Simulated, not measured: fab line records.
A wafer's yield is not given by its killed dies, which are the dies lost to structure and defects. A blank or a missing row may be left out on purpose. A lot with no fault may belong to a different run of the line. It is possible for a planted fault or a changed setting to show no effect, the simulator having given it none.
A lot that was struck, set against a sound lot / flow sky130 / 17 steps out of a route of 708
Sound: wafers L363.1, L363.2, L363.5. Struck: wafer L366.3 (L366.2, L366.6, from the same lot, were not struck and are left out); the cause is given at the end.
Each step with rows lists, per side, the tool, then ch with its chambers, then its first start. Under that, the readings that differ: sound wafers / struck wafers / difference of the means / sigmas: that difference in standard deviations of wafers without a fault.
alike: a reading whose means differ by less than 2 such deviations, as well as words and numbers matching on both sides. not compared: withheld readings; readings where some wafer has no value; bounds like >300 that might hide an equal value; numbers whose values overlap and for which the record gives no deviation.
The two part at a step that has a row with sigmas, a row that says differs or no value, or rows on one side only. Numbers that have no deviation but don't overlap get no sigmas and don't part them. A reading that every wafer of one side lacks parts them only if that side has two wafers or more.

SKY_LOCAL_INTERCONNECT_RS_MEAS_01: a four-point-probe measurement.
  sound: film metro-03 at day 29 20:44; struck: film metro-03 at day 31 09:20
  alike: LOCAL_INTERCONNECT_TIN_RS
SKY_LOCAL_INTERCONNECT_THK_MEAS_02: measures by xrf.
  sound: film metro-03 at day 29 20:51; struck: film metro-03 at day 31 09:27
  alike: LOCAL_INTERCONNECT_TIN_THK
then, 8 steps without rows for these wafers: SKY_LOCAL_INTERCONNECT_DEHYDRATE_03 (time 60 s); SKY_LOCAL_INTERCONNECT_HMDS_04 (prime time 60 s); SKY_LOCAL_INTERCONNECT_COAT_05 (resist thk 60 nm); SKY_LOCAL_INTERCONNECT_COAT_06 (resist thk 450 nm); SKY_LOCAL_INTERCONNECT_SOFTBAKE_07 (time 88.39 s); SKY_LOCAL_INTERCONNECT_EXPOSE_08 (exposes mask LI1M, target cd 170 nm); SKY_LOCAL_INTERCONNECT_PEB_09; SKY_LOCAL_INTERCONNECT_DEVELOP_10 (develop time 60 s).
SKY_LOCAL_INTERCONNECT_CD_MEAS_11: the cd target is 170 nm.
  sound: cd sem-02 at day 31 05:09; struck: cd sem-01 at day 32 12:33
reading=cd nm (nm); sound=171.2 172.4 170.3; struck=167.7; difference=-3.6; sigmas=-2
SKY_LOCAL_INTERCONNECT_OVL_MEAS_12:
  sound: overlay-02 at day 31 05:16; struck: overlay-02 at day 32 12:40
  alike: LOCAL_INTERCONNECT_OVL
SKY_LOCAL_INTERCONNECT_ETCH_13: etches BARC in N2/H2, stops on SiO2, time 45.9 s, target depth 60 nm.
  sound on rie metal-04 ch 0,1, day 31 05:19; struck on rie metal-04 ch 1, day 32 12:41
reading=throttle valve pct (%); sound=13.232 13.224 13.226; struck=13.209; difference=-0.018; sigmas=-2
reading=model.KrF-thick_of_LOCAL_INTERCONNECT_COAT_06.thk nm (nm); sound=392.9 393.8 391.7; struck=375.4; difference=-17.4; sigmas=
reading=model.LOCAL_INTERCONNECT.cd nm (nm); sound=172.3 172 169.8; struck=165.5; difference=-5.9; sigmas=
reading=model.SiO2_of_SONOS_ONO_CVD_04.thk nm (nm); sound=4.37 4.281 4.325; struck=3.525; difference=-0.800; sigmas=
  alike: drypump motor current A, oes product au
  not compared: rf hours counter h
SKY_LOCAL_INTERCONNECT_METAL_ETCH_14: etches TiN in Cl2/BCl3, stops on PSG, target depth 110 nm, time 31.4 s.
  sound on rie metal-04 ch 0,1, day 31 05:22; struck on rie metal-04 ch 1, day 32 12:45
reading=model.KrF-thick_of_LOCAL_INTERCONNECT_COAT_06.thk nm (nm); sound=347.5 349.2 347.3; struck=330.1; difference=-17.9; sigmas=
reading=model.LOCAL_INTERCONNECT.cd nm (nm); sound=171.9 172.6 170.5; struck=166.1; difference=-5.6; sigmas=
  alike: drypump motor current A, oes product au, throttle valve pct
  not compared: rf hours counter h
SKY_LOCAL_INTERCONNECT_STRIP_15: strips in O2/N2.
  sound on plasma asher-02 ch 0,1, day 31 05:25; struck on plasma asher-01 ch 1, day 32 12:48
reading=strip time to endpoint s (s); sound=4.724 4.740 4.719; struck=4.524; difference=-0.204; sigmas=-11
  alike: drypump motor current A, o2 flow sccm, oes product au
  not compared: rf hours counter h
then, 1 step without rows for these wafers: SKY_LOCAL_INTERCONNECT_STRIP_16 (strips in post etch residue remover, time 1200 s).
-- record jumps: 15 days separate the struck wafers' starts on either side; left off in module LOCAL_INTERCONNECT, taken up again in module PAD_OPEN, whose first shown step is the route's number 708 --
SKY_PAD_OPEN_PROBE_99:
  sound: prober-02 at day 46 08:23; struck: prober-01 at day 47 10:34
reading=killed at front end; sound=11 18 14; struck=25; difference=+11; sigmas=+2
reading=killed short; sound=34 35 30; struck=45; difference=+12; sigmas=+2
reading=model.etest.res li.line ohm um; sound=73.48 73.31 74.67; struck=76.4; difference=+2.6; sigmas=
  alike: killed_at_M0_to_M3, killed_at_M4_up, killed at contacts, killed at other, killed dies, killed open

## WHERE THEY PART
Earliest at SKY_LOCAL_INTERCONNECT_CD_MEAS_11; latest, in this record, at SKY_PAD_OPEN_PROBE_99.

WHY: what had been put in by the simulator
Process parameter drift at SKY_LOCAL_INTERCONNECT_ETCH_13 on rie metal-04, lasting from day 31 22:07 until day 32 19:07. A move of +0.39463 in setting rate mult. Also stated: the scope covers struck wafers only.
